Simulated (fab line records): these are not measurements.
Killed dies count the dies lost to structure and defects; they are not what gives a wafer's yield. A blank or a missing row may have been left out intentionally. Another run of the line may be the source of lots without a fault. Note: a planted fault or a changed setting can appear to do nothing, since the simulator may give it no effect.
Which tool is to blame?    flow sky130    24 lots, 72 wafers sampled, at 6 steps of a route of 708

WHAT EACH GAUGE READ, for each wafer
SKY_GATE_OXIDE_OVL_MEAS_10.
lot   measured      on          GATE_OXIDE_OVL (nm)
L074  day 13 22:37  overlay-01  0.3 0.4 -1.0
L075  day 14 02:28  overlay-01  -1.9 -1.0 0.0
L076  day 14 10:18  overlay-01  0.2 0.2 -0.8
L077  day 15 08:27  overlay-02  -1.4 0.0 -1.3
L078  day 15 23:19  overlay-02  -0.5 -2.5 -1.7
L079  day 16 04:51  overlay-01  -0.7 -0.5 -0.1
L080  day 16 07:45  overlay-02  -0.4 -2.5 0.2
L081  day 16 17:08  overlay-01  -0.9 0.2 -0.6
L082  day 17 02:43  overlay-01  1.7 1.3 0.9
L083  day 17 13:03  overlay-02  -0.7 -1.1 -1.8
L084  day 17 13:21  overlay-01  1.8 1.9 0.1
L085  day 17 16:01  overlay-01  0.0 -1.6 -0.2
L086  day 18 06:28  overlay-01  1.5 1.9 2.2
L087  day 18 11:04  overlay-02  0.3 1.9 0.6
L088  day 19 02:50  overlay-01  0.5 0.6 1.6
L089  day 19 05:25  overlay-02  -1.7 -2.4 -0.4
L090  day 19 17:11  overlay-01  -2.5 -2.1 -2.0
L091  day 20 03:13  overlay-01  -1.2 -3.3 -3.0
L092  day 20 09:03  overlay-02  -0.4 -1.5 -1.0
L093  day 20 11:23  overlay-02  -0.2 -1.5 -2.5
L094  day 21 03:46  overlay-01  0.1 -0.2 -0.2
L095  day 21 14:29  overlay-02  -0.9 -1.1 -2.4
L096  day 21 19:37  overlay-01  0.1 1.5 2.0
L097  day 22 06:10  overlay-02  0.8 0.0 0.0

SKY_LI_CONTACT_BOW_MEAS_03.
lot   measured      on             LI_CONTACT_BOW (um)
L074  day 28 00:49  film_metro-03  51 50 56
L075  day 28 02:01  film_metro-04  64 60 58
L076  day 28 14:56  film_metro-03  50 61 64
L077  day 29 11:43  film_metro-03  55 48 49
L078  day 30 03:49  film_metro-04  58 51 55
L079  day 30 07:05  film_metro-02  72 61 48
L080  day 30 10:38  film_metro-04  66 61 43
L081  day 30 21:15  film_metro-02  59 58 58
L082  day 31 09:16  film_metro-04  46 50 45
L083  day 31 15:55  film_metro-04  53 56 54
L084  day 31 19:29  film_metro-02  61 58 56
L085  day 32 15:33  film_metro-04  51 54 63
L086  day 32 16:22  film_metro-03  51 62 57
L087  day 32 15:47  film_metro-03  50 63 51
L088  day 33 00:28  film_metro-02  52 62 50
L089  day 33 01:08  film_metro-02  60 60 63
L090  day 33 09:14  film_metro-02  60 63 55
L091  day 33 20:07  film_metro-03  50 56 51
L092  day 33 23:34  film_metro-04  62 66 61
L093  day 34 04:40  film_metro-03  68 51 57
L094  day 34 20:14  film_metro-02  47 50 53
L095  day 35 03:50  film_metro-04  54 61 63
L096  day 35 09:13  film_metro-03  60 53 55
L097  day 35 22:36  film_metro-03  47 50 51

SKY_METAL1_RS_MEAS_05: measurement is done with a four-point probe.
lot   measured      on             METAL1_ALCU_RS (ohm/sq)
L074  day 31 16:21  film_metro-02  0.1251 0.1276 0.1244
L075  day 31 18:19  film_metro-01  0.1243 0.1239 0.1252
L076  day 32 05:33  film_metro-02  0.1279 0.1279 0.1244
L077  day 33 02:25  film_metro-02  0.1253 0.1270 0.1249
L078  day 33 19:02  film_metro-01  0.1255 0.1255 0.1267
L079  day 33 22:07  film_metro-02  0.1272 0.1305 0.1296
L080  day 34 01:16  film_metro-02  0.1271 0.1250 0.1258
L081  day 34 11:37  film_metro-02  0.1224 0.1266 0.1232
L082  day 34 22:46  film_metro-04  0.1284 0.1290 0.1263
L083  day 35 04:53  film_metro-01  0.1290 0.1306 0.1274
L084  day 35 07:28  film_metro-04  0.1237 0.1254 0.1219
L085  day 36 03:31  film_metro-04  0.1300 0.1302 0.1299
L086  day 36 04:23  film_metro-04  0.1245 0.1266 0.1267
L087  day 36 04:02  film_metro-01  0.1265 0.1253 0.1263
L088  day 36 12:22  film_metro-01  0.1239 0.1251 0.1245
L089  day 36 14:33  film_metro-04  0.1259 0.1270 0.1295
L090  day 36 20:40  film_metro-01  0.1283 0.1284 0.1262
L091  day 37 06:59  film_metro-04  0.1256 0.1257 0.1247
L092  day 37 10:43  film_metro-01  0.1263 0.1258 0.1250
L093  day 37 15:16  film_metro-01  0.1258 0.1259 0.1245
L094  day 38 07:07  film_metro-04  0.1268 0.1274 0.1277
L095  day 38 13:23  film_metro-02  0.1269 0.1282 0.1288
L096  day 38 20:15  film_metro-02  0.1286 0.1251 0.1284
L097  day 39 07:16  film_metro-01  0.1272 0.1281 0.1287

SKY_CAP2M_OVL_MEAS_12.
lot   measured      on          CAP2M_OVL (nm)
L074  day 40 18:46  overlay-02  0.5 -1.6 -0.9
L075  day 40 19:40  overlay-01  2.1 0.3 1.1
L076  day 41 03:48  overlay-02  -1.2 -1.7 -1.2
L077  day 41 23:26  overlay-02  1.8 -0.6 1.6
L078  day 42 15:34  overlay-02  -0.8 -1.2 -0.4
L079  day 42 17:25  overlay-01  -0.4 -3.0 -1.2
L080  day 42 20:11  overlay-02  -0.1 -0.4 -0.2
L081  day 43 03:10  overlay-01  -0.4 -2.7 -1.0
L082  day 43 14:36  overlay-01  0.2 -0.8 1.5
L083  day 43 22:10  overlay-01  -1.6 -1.6 -2.6
L084  day 43 22:13  overlay-02  -0.9 -1.6 -2.0
L085  day 44 15:07  overlay-01  0.6 2.2 -0.5
L086  day 44 17:49  overlay-01  0.6 -1.0 -0.9
L087  day 44 18:04  overlay-02  -3.3 -2.5 -1.2
L088  day 44 22:05  overlay-01  -3.1 -4.4 -4.4
L089  day 45 01:06  overlay-02  -2.3 -1.9 -1.5
L090  day 45 05:06  overlay-02  -1.7 -0.5 -2.5
L091  day 45 14:22  overlay-01  -0.6 -2.1 0.2
L092  day 45 18:52  overlay-01  -3.4 -3.8 -1.5
L093  day 45 20:53  overlay-01  -0.1 -1.7 -1.2
L094  day 46 10:38  overlay-02  -4.8 -5.5 -3.2
L095  day 46 16:09  overlay-02  -1.6 -2.4 -1.4
L096  day 46 19:58  overlay-02  1.3 -3.0 0.5
L097  day 47 04:11  overlay-02  -1.2 1.4 2.1

TOOL THAT RAN EACH LOT (tool first, then ch and the chambers of the sampled wafers, then the start)
lot   SKY_LI_CONTACT_CVD_21          SKY_VIA1_CVD_21
L074  cvd_w-02 ch 0,1, day 29 05:50  cvd_w-01 ch 0,1, day 34 00:47
L075  cvd_w-01 ch 0,1, day 29 07:01  cvd_w-02 ch 0,1, day 34 01:44
L076  cvd_w-02 ch 1, day 29 19:25    cvd_w-02 ch 0,1, day 34 13:02
L077  cvd_w-01 ch 0,1, day 30 16:35  cvd_w-02 ch 0,1, day 35 10:07
L078  cvd_w-01 ch 0,1, day 31 08:35  cvd_w-02 ch 0,1, day 36 02:16
L079  cvd_w-01 ch 0,1, day 31 11:19  cvd_w-02 ch 0,1, day 36 05:26
L080  cvd_w-01 ch 1, day 31 14:40    cvd_w-02 ch 0,1, day 36 08:13
L081  cvd_w-02 ch 0,1, day 32 01:42  cvd_w-02 ch 0,1, day 36 18:30
L082  cvd_w-01 ch 0,1, day 32 13:25  cvd_w-01 ch 0,1, day 37 04:26
L083  cvd_w-01 ch 0,1, day 32 19:26  cvd_w-01 ch 1, day 37 12:09
L084  cvd_w-01 ch 0,1, day 32 22:08  cvd_w-02 ch 0,1, day 37 13:29
L085  cvd_w-01 ch 0,1, day 33 18:53  cvd_w-01 ch 0,1, day 38 09:25
L086  cvd_w-01 ch 0,1, day 33 20:37  cvd_w-01 ch 0,1, day 38 10:29
L087  cvd_w-01 ch 1, day 33 19:20    cvd_w-02 ch 0,1, day 38 10:05
L088  cvd_w-02 ch 0,1, day 34 04:07  cvd_w-01 ch 0,1, day 38 18:16
L089  cvd_w-01 ch 0,1, day 34 05:16  cvd_w-01 ch 0,1, day 38 20:17
L090  cvd_w-01 ch 0,1, day 34 12:20  cvd_w-01 ch 0,1, day 39 01:56
L091  cvd_w-02 ch 0,1, day 34 22:48  cvd_w-02 ch 0,1, day 39 12:00
L092  cvd_w-02 ch 0,1, day 35 03:07  cvd_w-01 ch 0,1, day 39 16:29
L093  cvd_w-02 ch 0,1, day 35 07:38  cvd_w-02 ch 1, day 39 19:33
L094  cvd_w-02 ch 0,1, day 35 22:46  cvd_w-01 ch 0,1, day 40 11:15
L095  cvd_w-01 ch 0,1, day 36 06:45  cvd_w-01 ch 0,1, day 40 16:14
L096  cvd_w-02 ch 0,1, day 36 12:40  cvd_w-02 ch 0,1, day 40 23:41
L097  cvd_w-01 ch 0,1, day 37 00:34  cvd_w-01 ch 0,1, day 41 10:00
- SKY_LI_CONTACT_CVD_21: deposits W, target thk 400 nm, time 120.56 s.
- SKY_VIA1_CVD_21: deposits W, target thk 270 nm, time 80.902 s.

WHAT THE TOOLS THEMSELVES READ (means of the sampled wafers that have a number; where no wafer has one, the mark that the record gives instead)
SKY_LI_CONTACT_CVD_21.
lot   tool      heater_power_w (W)
L074  cvd_w-02  909
L075  cvd_w-01  954
L076  cvd_w-02  953
L077  cvd_w-01  915
L078  cvd_w-01  921
L079  cvd_w-01  941
L080  cvd_w-01  854
L081  cvd_w-02  854
L082  cvd_w-01  905
L083  cvd_w-01  972
L084  cvd_w-01  945
L085  cvd_w-01  974
L086  cvd_w-01  912
L087  cvd_w-01  870
L088  cvd_w-02  859
L089  cvd_w-01  896
L090  cvd_w-01  947
L091  cvd_w-02  858
L092  cvd_w-02  903
L093  cvd_w-02  913
L094  cvd_w-02  859
L095  cvd_w-01  963
L096  cvd_w-02  908
L097  cvd_w-01  911

SKY_VIA1_CVD_21.
lot   tool      heater_power_w (W)
L074  cvd_w-01  926
L075  cvd_w-02  869
L076  cvd_w-02  854
L077  cvd_w-02  864
L078  cvd_w-02  854
L079  cvd_w-02  913
L080  cvd_w-02  888
L081  cvd_w-02  903
L082  cvd_w-01  976
L083  cvd_w-01  864
L084  cvd_w-02  856
L085  cvd_w-01  921
L086  cvd_w-01  954
L087  cvd_w-02  901
L088  cvd_w-01  978
L089  cvd_w-01  914
L090  cvd_w-01  907
L091  cvd_w-02  866
L092  cvd_w-01  920
L093  cvd_w-02  886
L094  cvd_w-01  922
L095  cvd_w-01  989
L096  cvd_w-02  828
L097  cvd_w-01  911

THE ANSWER, worked out from the rows above alone
Rule: usual is defined by the lots themselves. The widest of any qualifying gaps counts: lots, ordered by their means at a reading, are off when they make up no more than a third of the lots, leave a main group of 4 or more, and stand apart from it by 3 or more times the standard deviation of that group's means. Not used: any main group whose means are identical at the precision the tables above print for the reading. Also off: a lot with no number at a reading for which 4 or more lots have one. Any other lot the step has rows for is counted as sound. After the gauges, taken in route order, come the tools' own readings; for these a lot's mean is taken, as printed above. At the first step where some lot is off, the reading lying furthest off is the one used; lots without a number count as furthest.
None of the lots is off at any reading shown; this tells nothing.

WHAT THE SIMULATOR HAD PUT IN
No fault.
